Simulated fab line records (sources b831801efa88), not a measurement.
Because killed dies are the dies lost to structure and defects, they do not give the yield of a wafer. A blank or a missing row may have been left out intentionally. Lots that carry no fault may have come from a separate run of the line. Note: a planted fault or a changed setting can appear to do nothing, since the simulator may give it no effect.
2 desks looking at one fault | flow gf180mcu | every desk sees just its own numbers, and what lay behind them comes last

## TOOL OWNER'S DESK, wet-bench-03
The tool's own readings at GF_M3_STRIP_18 (strips in post etch residue remover, time 1200 s): means of the sampled wafers that have a number, for each lot that ran on this tool. Marked OUT: a lot whose mean sits more than 4 standard deviations from the usual mean, which makes it out of limits; the brackets give that distance.
Columns: A = bath-guard-temp-C at GF_M3_STRIP_18, usual 72.5 C; B = bath-heat-duty-pct at GF_M3_STRIP_18, usual 14.7 %
lot  | first seen here | A    | B
L185 | day 23 09:11    | 73.0 | 13.5
This desk's finding: nothing out of limits on the one lot.

## AT THE METROLOGY DESK
Means of the sampled wafers that have a number, per lot and without regard to the tool the lot ran on: this is what the gauges read. Marked OUT: a lot whose mean sits more than 4 standard deviations from the usual mean, which makes it out of limits; the brackets give that distance.
Columns: A = M3_ALCU_THK at GF_M3_THK_MEAS_06, usual 437 nm; B = cd-nm at GF_M3_CD_MEAS_14, usual 280.0 nm; C = M3_OVL at GF_M3_OVL_MEAS_15, usual 1 nm
lot  | first seen here | A   | B     | C
L184 | day 21 23:25    | 443 | 279.8 | 2
L185 | day 22 09:49    | 449 | 279.8 | 5
L192 | day 24 22:17    | 435 | 281.9 | 1
L193 | day 25 07:56    | 442 | 278.1 | -5
L200 | day 27 07:24    | 435 | 281.8 | 1
L201 | day 27 11:30    | 432 | 278.2 | 1
This desk found nothing out of limits on any of the 6 lots.

## TAKEN TOGETHER
The tool owner's desk saw nothing out of limits.
Nothing out of limits was seen by the metrology desk.

## WHAT THE SIMULATOR HAD PUT IN
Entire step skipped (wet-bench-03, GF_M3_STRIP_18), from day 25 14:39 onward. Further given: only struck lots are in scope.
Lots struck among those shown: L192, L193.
